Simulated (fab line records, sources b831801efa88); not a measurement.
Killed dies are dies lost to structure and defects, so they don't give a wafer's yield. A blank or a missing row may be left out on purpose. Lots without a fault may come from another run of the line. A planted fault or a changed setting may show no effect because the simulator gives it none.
Problem report in the 8D (eight disciplines) form, filled by code | flow gf180mcu | the parts of the form that need people (team, actions taken, sign-off) are left out

1. THE PROBLEM
rf_fwd_power_W at GF_HV_LDD_ETCHBACK_58 reads a mean of 557.3 W on 6 wafers of 2 lots; wafers without a fault read 398.0 W with a standard deviation of 1.5. That is +99 or more standard deviations from the usual mean.
The step: etches Si3N4 in CH3F/O2, stops on SiO2, time 100 s, target depth 90 nm.
First seen on wafer L521.1, day 19 16:22, on rie_diel-04. The record holds 39 wafers of 13 lots with a number at this step. Rule for "out", or "out of limits": more than 4 standard deviations from the usual mean. The other wafers with a number count as sound.

2. WHAT IT IS AND WHAT IT IS NOT
question                    | is                     | is not
which readings at this step | rf_fwd_power_W         | O2_flow_sccm, drypump_motor_current_A
which lots                  | L521, L522             | L502, L504, L507, L508, L509, L510, L511, L512, L513, L516, L518
which wafers of those lots  | all that have a number | -
read on which tools         | rie_diel-04            | rie_diel-02, rie_diel-03
when                        | from day 19 16:22      | up to then (33 sound wafers)

3. SUSPECTS, AND WHAT RULES EACH OUT
Counting: a tool at a process step up to the reading stays a suspect if it ran every lot that is out and no sound lot after the first of them.
- rie_diel-04 at GF_HV_LDD_ETCHBACK_58 (etches Si3N4 in CH3F/O2, stops on SiO2, time 100 s, target depth 90 nm): kept. It ran every lot that is out, first L521 (day 19 16:22), and no sound lot after that; its last sound lot up to then is L513 (day 17 03:50). Its own readings are out on those wafers: rf_fwd_power_W.
Left after counting: rie_diel-04 at GF_HV_LDD_ETCHBACK_58.

4. THE CAUSE (what the simulator had put in)
Process parameter drift: rie_diel-04, from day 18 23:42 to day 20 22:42, at GF_HV_LDD_ETCHBACK_58. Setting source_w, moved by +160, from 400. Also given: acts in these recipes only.
Counting left only this tool.

5. THE CHAIN OF EFFECTS, in route order
Each row: a reading whose mean over the struck wafers that have a number lies more than 3 standard deviations from the usual. Only readings for which the record gives a usual standard deviation are gone through. hours: the time from each lot's start at the first step in this table that gives one to its start at this step, as a median over the lots. sigmas: the change in usual standard deviations.
hours | step                  | reading        | usual   | on struck wafers | change | sigmas
0     | GF_HV_LDD_ETCHBACK_58 | rf_fwd_power_W | 398.0 W | 557.3            | +159.3 | +99 or more
The process steps in it:
- GF_HV_LDD_ETCHBACK_58: etches Si3N4 in CH3F/O2, stops on SiO2, time 100 s, target depth 90 nm.

6. WHAT WOULD HAVE CAUGHT IT SOONER
In this record the first reading out of limits was taken at day 19 16:22, 17 hours after the fault began at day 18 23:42.
